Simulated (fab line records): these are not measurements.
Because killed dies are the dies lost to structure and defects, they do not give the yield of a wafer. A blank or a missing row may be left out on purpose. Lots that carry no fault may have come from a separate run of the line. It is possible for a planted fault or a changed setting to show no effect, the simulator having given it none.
2 desks, one fault ; flow gf180mcu ; every desk sees just its own numbers, and what lay behind them comes last

## AT THE METROLOGY DESK
What the gauges read for every lot (on any tool): the sampled wafers with a number, averaged. Marked OUT: a lot whose mean sits more than 4 standard deviations from the usual mean, which makes it out of limits; the brackets give that distance.
Columns: A = STI_OXIDATION_01_THK at GF_STI_THK_MEAS_22, usual 15.00 nm; B = STI_CVD_23_THK at GF_STI_THK_MEAS_24, usual 646 nm; C = MVSD_OVL at GF_MVSD_OVL_MEAS_07, usual 0.2 nm
lot;first seen here;A;B;C
L268;day 2 18:57;15.02;645;0.7
L269;day 3 00:20;15.03;647;0.9
L270;day 3 04:02;14.94;644;-1.4
L272;day 3 15:53;15.32;651;-0.2
L274;day 4 02:57;15.27;638;-0.1
L275;day 4 06:32;15.28;652;-0.2
L278;day 4 21:58;14.72;641;0.6
L282;day 5 18:42;15.00;646;1.4
L283;day 6 00:26;14.91;640;1.3
L285;day 6 11:23;15.11;648;-0.5
L286;day 6 20:09;15.01;641;-0.1
L287;day 7 01:37;14.79;646;1.7
L288;day 7 05:23;14.89;640;0.3
This desk's finding: nothing out of limits on any of the 13 lots.

## DESK OF THE TOOL OWNER: rieDiel-03
The tool's own readings at GF_STI_ETCH_13 (etches the open film in CHF3/O2, stops on Si, target depth 282.31 nm, time 112.9 s): means of the sampled wafers that have a number, for each lot that ran on this tool. Marked OUT: a lot whose mean sits more than 4 standard deviations from the usual mean, which makes it out of limits; the brackets give that distance.
Columns: A = drypumpMotorCurrentA at GF_STI_ETCH_13, usual 5.7 A; B = oesProductAu at GF_STI_ETCH_13, usual 0.836 a.u.; C = throttleValvePct at GF_STI_ETCH_13, usual 8.810 %
lot;first seen here;A;B;C
L268;day 2 16:54;5.4;0.839;8.807
L269;day 2 22:36;5.0;0.836;8.806
L270;day 3 02:18;5.0;0.839;8.819
L272;day 3 14:09;5.8;0.840;8.818
L278;day 4 20:12;5.5;0.835;8.804
L282;day 5 16:58;6.1;0.837;8.803
L285;day 6 08:21;5.5;0.832;8.804
This desk's finding: nothing out of limits on any of the 7 lots.

## PUT TOGETHER
The metrology desk saw nothing out of limits.
Nothing out of limits was seen by the tool owner's desk.

## WHAT THE SIMULATOR PUT IN
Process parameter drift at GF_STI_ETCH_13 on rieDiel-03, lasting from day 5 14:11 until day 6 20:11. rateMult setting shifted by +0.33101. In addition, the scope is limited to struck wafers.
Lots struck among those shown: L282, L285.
